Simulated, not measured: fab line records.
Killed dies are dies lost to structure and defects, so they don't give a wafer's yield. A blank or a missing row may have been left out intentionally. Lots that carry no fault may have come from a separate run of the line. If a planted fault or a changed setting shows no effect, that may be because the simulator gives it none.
Matching of chambers :: flow sky130 :: SKY_VIA1_CMP_24 on cmp-02: 4 sister chambers
The step polishes, stops on SiO2, t overpolish 15 s, target thk 0 nm. 14 wafers are shown with their chamber, then 7 later ones without.

## WAFERS, EACH WITH ITS CHAMBER
wafer: L735.1
chamber: 1
time_to_endpoint_s (s): 72
motor_current_A (A): 10.8
head_pressure_psi (psi): 3.493

wafer: L735.4
chamber: 2
time_to_endpoint_s (s): 64
motor_current_A (A): 11.4
head_pressure_psi (psi): 3.489

wafer: L735.5
chamber: 0
time_to_endpoint_s (s): 67
motor_current_A (A): 11.6
head_pressure_psi (psi): 3.491

wafer: L734.1
chamber: 0
time_to_endpoint_s (s): 69
motor_current_A (A): 11.0
head_pressure_psi (psi): 3.508

wafer: L734.2
chamber: 3
time_to_endpoint_s (s): 66
motor_current_A (A): 11.9
head_pressure_psi (psi): 3.502

wafer: L734.6
chamber: 2
time_to_endpoint_s (s): 63
motor_current_A (A): 11.4
head_pressure_psi (psi): 3.505

wafer: L737.3
chamber: 2
time_to_endpoint_s (s): 67
motor_current_A (A): 11.7
head_pressure_psi (psi): 3.516

wafer: L737.4
chamber: 0
time_to_endpoint_s (s): 73
motor_current_A (A): 11.2
head_pressure_psi (psi): 3.511

wafer: L737.6
chamber: 3
time_to_endpoint_s (s): 69
motor_current_A (A): 12.0
head_pressure_psi (psi): 3.510

wafer: L738.1
chamber: 2
time_to_endpoint_s (s): 63
motor_current_A (A): 11.8
head_pressure_psi (psi): 3.513

wafer: L738.2
chamber: 0
time_to_endpoint_s (s): 68
motor_current_A (A): 11.9
head_pressure_psi (psi): 3.513

wafer: L738.3
chamber: 3
time_to_endpoint_s (s): 63
motor_current_A (A): 11.4
head_pressure_psi (psi): 3.493

wafer: L739.1
chamber: 1
time_to_endpoint_s (s): 72
motor_current_A (A): 11.0
head_pressure_psi (psi): 3.484

wafer: L739.4
chamber: 0
time_to_endpoint_s (s): 71
motor_current_A (A): 10.9
head_pressure_psi (psi): 3.498

SIGNATURES (means of the wafers above)
reading: time_to_endpoint_s
chamber 0: 69.60
chamber 1: 72.00
chamber 2: 64.25
chamber 3: 66.00
scatter within a chamber: 2.28

reading: motor_current_A
chamber 0: 11.320
chamber 1: 10.900
chamber 2: 11.575
chamber 3: 11.767
scatter within a chamber: 0.326

reading: head_pressure_psi
chamber 0: 3.50420
chamber 1: 3.48850
chamber 2: 3.50575
chamber 3: 3.50167
scatter within a chamber: 0.00987
Rule: distance of a wafer from a chamber = root of the sum over the readings of ((wafer's reading minus chamber's mean) / reading's scatter) squared. If the next closest chamber is less than 2 further off than the closest, the wafer can't be placed; otherwise it belongs to the closest. The scatter is the square root of a quotient: the sum, over the shown wafers, of each reading's squared deviation from its chamber's mean, divided by wafers minus chambers.

## WAFERS MISSING THEIR CHAMBER
wafer: L739.6
time_to_endpoint_s (s): 64
motor_current_A (A): 12.2
head_pressure_psi (psi): 3.511

wafer: L750.1
time_to_endpoint_s (s): 61
motor_current_A (A): 11.7
head_pressure_psi (psi): 3.508

wafer: L750.4
time_to_endpoint_s (s): 70
motor_current_A (A): 10.8
head_pressure_psi (psi): 3.500

wafer: L750.6
time_to_endpoint_s (s): 70
motor_current_A (A): 11.6
head_pressure_psi (psi): 3.503

wafer: L752.1
time_to_endpoint_s (s): 67
motor_current_A (A): 11.1
head_pressure_psi (psi): 3.508

wafer: L752.2
time_to_endpoint_s (s): 62
motor_current_A (A): 11.6
head_pressure_psi (psi): 3.506

wafer: L752.4
time_to_endpoint_s (s): 65
motor_current_A (A): 11.7
head_pressure_psi (psi): 3.497

## EACH ONE'S CHAMBER
wafer: L739.6
from the rows above: can't be placed: 3 or 2 or 0
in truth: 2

wafer: L750.1
from the rows above: can't be placed: 2 or 3
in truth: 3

wafer: L750.4
from the rows above: can't be placed: 1 or 0 or 3
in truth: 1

wafer: L750.6
from the rows above: can't be placed: 0 or 3 or 2 or 1
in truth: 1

wafer: L752.1
from the rows above: can't be placed: 0 or 2 or 3 or 1
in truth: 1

wafer: L752.2
from the rows above: can't be placed: 2 or 3
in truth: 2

wafer: L752.4
from the rows above: can't be placed: 3 or 2 or 0
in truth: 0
Correct placement for 0 of the 7. Unplaceable from these rows: 7, with the true chamber sitting among the candidates in 7. Wrongly placed: 0.
